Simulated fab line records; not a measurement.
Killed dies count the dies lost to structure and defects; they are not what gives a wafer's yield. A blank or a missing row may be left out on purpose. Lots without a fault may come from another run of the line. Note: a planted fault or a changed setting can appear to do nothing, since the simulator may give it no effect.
What tool caused it? ; flow sky130 ; Sampling: 12 lots, 36 wafers, 5 of 708 route steps

WHAT THE GAUGES SHOWED, per wafer
SKY_NWELL_RS_MEAS_29: measurement is done with a four-point probe. Usual: NWELL_RS gives 624.2 ohm/sq (standard deviation 1.8).
lot;measured;on;NWELL_RS (ohm/sq);flag
L362;day 5 09:41;filmMetro-04;623.9 625.0 623.3;
L364;day 5 19:23;filmMetro-03;626.7 625.6 626.3;
L365;day 5 23:54;filmMetro-03;626.1 625.4 624.4;
L366;day 6 08:10;filmMetro-03;625.3 625.7 626.7;
L367;day 6 14:14;filmMetro-04;622.1 622.3 621.2;
L368;day 6 21:49;filmMetro-03;639.9 638.6 638.0;OFF
L370;day 7 09:04;filmMetro-03;641.3 642.5 643.2;OFF
L371;day 7 12:40;filmMetro-01;626.1 628.3 624.9;
L377;day 9 09:38;filmMetro-03;626.4 625.0 627.1;
L378;day 9 09:56;filmMetro-04;623.5 621.2 621.9;
L383;day 10 20:36;filmMetro-03;622.9 621.8 620.2;
L385;day 11 06:26;filmMetro-01;625.5 625.4 626.0;

SKY_VT_ADJUST_LVTN_OVL_MEAS_07. Usual: VT_ADJUST_LVTN_OVL gives -1.4 nm (standard deviation 1.4).
lot;measured;on;VT_ADJUST_LVTN_OVL (nm);flag
L362;day 6 22:06;overlay-02;-1.4 -2.0 -1.0;
L364;day 7 09:33;overlay-01;-2.8 -0.1 -1.8;
L365;day 7 14:08;overlay-02;-2.8 -0.1 0.0;
L366;day 7 22:37;overlay-01;-4.3 -3.4 -1.9;
L367;day 8 05:26;overlay-02;-1.4 -0.3 -2.3;
L368;day 8 14:13;overlay-02;0.3 0.1 -2.9;
L370;day 9 03:03;overlay-01;0.8 -0.4 0.1;
L371;day 9 06:17;overlay-01;-3.4 -2.2 -2.4;
L377;day 11 06:55;overlay-02;-3.2 -2.5 -1.8;
L378;day 11 07:53;overlay-02;-3.1 -2.4 0.0;
L383;day 12 20:44;overlay-01;0.3 -0.4 -0.4;
L385;day 13 07:34;overlay-01;-0.5 -1.7 0.2;

SKY_VT_ADJUST_LVTN_TW_MEAS_21. Usual: VT_ADJUST_LVTN_2_TW gives 187 (standard deviation 3.3).
lot;measured;on;VT_ADJUST_LVTN_2_TW;flag
L362;day 7 18:07;filmMetro-02;186 188 186;
L364;day 8 06:01;filmMetro-03;190 189 189;
L365;day 8 10:13;filmMetro-03;189 189 189;
L366;day 8 19:58;filmMetro-03;190 189 190;
L367;day 9 03:14;filmMetro-01;182 182 183;
L368;day 9 11:49;filmMetro-01;184 184 183;
L370;day 10 00:56;filmMetro-03;191 191 192;
L371;day 10 04:05;filmMetro-01;183 184 183;
L377;day 12 07:37;filmMetro-02;187 187 186;
L378;day 12 08:43;filmMetro-03;191 191 191;
L383;day 13 22:13;filmMetro-01;183 183 183;
L385;day 14 08:56;filmMetro-02;187 187 187;

WHICH TOOL RAN EACH LOT (tool, then ch and the chambers of the sampled wafers, then the start)
lot;SKY_NWELL_IMPLANT_13;SKY_VT_ADJUST_LVTN_STRIP_20
L362;implanter-01 ch 0, day 4 15:07;plasmaAsher-03 ch 0,1, day 7 18:01
L364;implanter-01 ch 0, day 5 01:10;plasmaAsher-02 ch 0,1, day 8 05:55
L365;implanter-01 ch 0, day 5 06:02;plasmaAsher-03 ch 0,1, day 8 10:07
L366;implanter-01 ch 0, day 5 13:52;plasmaAsher-02 ch 0,1, day 8 19:52
L367;implanter-04 ch 0, day 5 18:55;plasmaAsher-01 ch 0,1, day 9 03:09
L368;implanter-01 ch 0, day 6 01:52;plasmaAsher-02 ch 0,1, day 9 11:43
L370;implanter-01 ch 0, day 6 13:40;plasmaAsher-02 ch 0,1, day 10 00:50
L371;implanter-03 ch 0, day 6 17:34;plasmaAsher-02 ch 0,1, day 10 03:59
L377;implanter-04 ch 0, day 8 12:34;plasmaAsher-03 ch 0,1, day 12 07:31
L378;implanter-03 ch 0, day 8 12:46;plasmaAsher-02 ch 0,1, day 12 08:37
L383;implanter-01 ch 0, day 9 21:41;plasmaAsher-01 ch 0,1, day 13 22:07
L385;implanter-04 ch 0, day 10 06:55;plasmaAsher-03 ch 0,1, day 14 08:51
- SKY_NWELL_IMPLANT_13
- SKY_VT_ADJUST_LVTN_STRIP_20: strips in O2/N2.

WHAT THE TOOLS THEMSELVES READ (means of the sampled wafers that have a number; where no wafer has one, the mark that the record gives instead)
SKY_NWELL_IMPLANT_13. Usual: doseIonsCm2 6.998e+11, standard deviation 7.9e+08; endStationPressureTorr 5.03e-06 Torr, standard deviation 2.4e-07; faradayCurrentUA 3.95, standard deviation 0.074.
lot;tool;doseIonsCm2;endStationPressureTorr (Torr);faradayCurrentUA;flag
L362;implanter-01;6.990e+11;4.98e-06;3.96;
L364;implanter-01;7.001e+11;4.98e-06;3.99;
L365;implanter-01;6.998e+11;5.08e-06;3.94;
L366;implanter-01;6.993e+11;4.90e-06;3.89;
L367;implanter-04;6.993e+11;4.90e-06;3.94;
L368;implanter-01;2.363e+11;5.08e-06;1.32;OFF
L370;implanter-01;2.356e+11;4.99e-06;1.34;OFF
L371;implanter-03;6.997e+11;5.02e-06;3.95;
L377;implanter-04;6.996e+11;4.97e-06;3.85;
L378;implanter-03;7.004e+11;5.28e-06;3.97;
L383;implanter-01;6.999e+11;4.74e-06;3.92;
L385;implanter-04;6.996e+11;5.08e-06;3.98;

SKY_VT_ADJUST_LVTN_STRIP_20. Usual: drypumpMotorCurrentA 5.6 A, standard deviation 0.45; oesProductAu 0.716 a.u., standard deviation 0.0044; stripTimeToEndpointS 14.18 s, standard deviation 0.047.
lot;tool;drypumpMotorCurrentA (A);oesProductAu (a.u.);stripTimeToEndpointS (s);flag
L362;plasmaAsher-03;5.3;0.716;14.12;
L364;plasmaAsher-02;5.7;0.713;14.20;
L365;plasmaAsher-03;5.4;0.715;14.18;
L366;plasmaAsher-02;6.0;0.720;14.13;
L367;plasmaAsher-01;5.8;0.717;14.17;
L368;plasmaAsher-02;5.7;0.716;14.22;
L370;plasmaAsher-02;5.6;0.714;14.22;
L371;plasmaAsher-02;6.0;0.717;14.15;
L377;plasmaAsher-03;5.4;0.715;14.16;
L378;plasmaAsher-02;5.6;0.717;14.14;
L383;plasmaAsher-01;5.6;0.719;14.14;
L385;plasmaAsher-03;5.3;0.721;14.20;

THE ANSWER, worked out from the rows above alone
Rule: take the mean of a lot's wafers that have a number; if it is more than 3 standard deviations from the usual mean, the lot is off. A lot without any number at a reading at which 4 lots or more have one is off too. Any other lot the step has rows for is counted as sound. First the gauges in route order, then the tools' own readings, where a lot's mean is used as printed above. The first step at which some lot is off is used, and at that step the reading that is off furthest; a lot without a number counts as furthest.
Off: L368, L370, seen at SKY_NWELL_RS_MEAS_29 (NWELL_RS).
If a tool, at a process step before that reading, ran all the lots that are off and no sound lot after the first of them, it fits. Not tried: the gauges at SKY_NWELL_RS_MEAS_29; whatever is off there is also off at SKY_NWELL_IMPLANT_13, on other tools, and gauge error can't account for it. None of those tried fits.

WHAT THE SIMULATOR HAD INSERTED
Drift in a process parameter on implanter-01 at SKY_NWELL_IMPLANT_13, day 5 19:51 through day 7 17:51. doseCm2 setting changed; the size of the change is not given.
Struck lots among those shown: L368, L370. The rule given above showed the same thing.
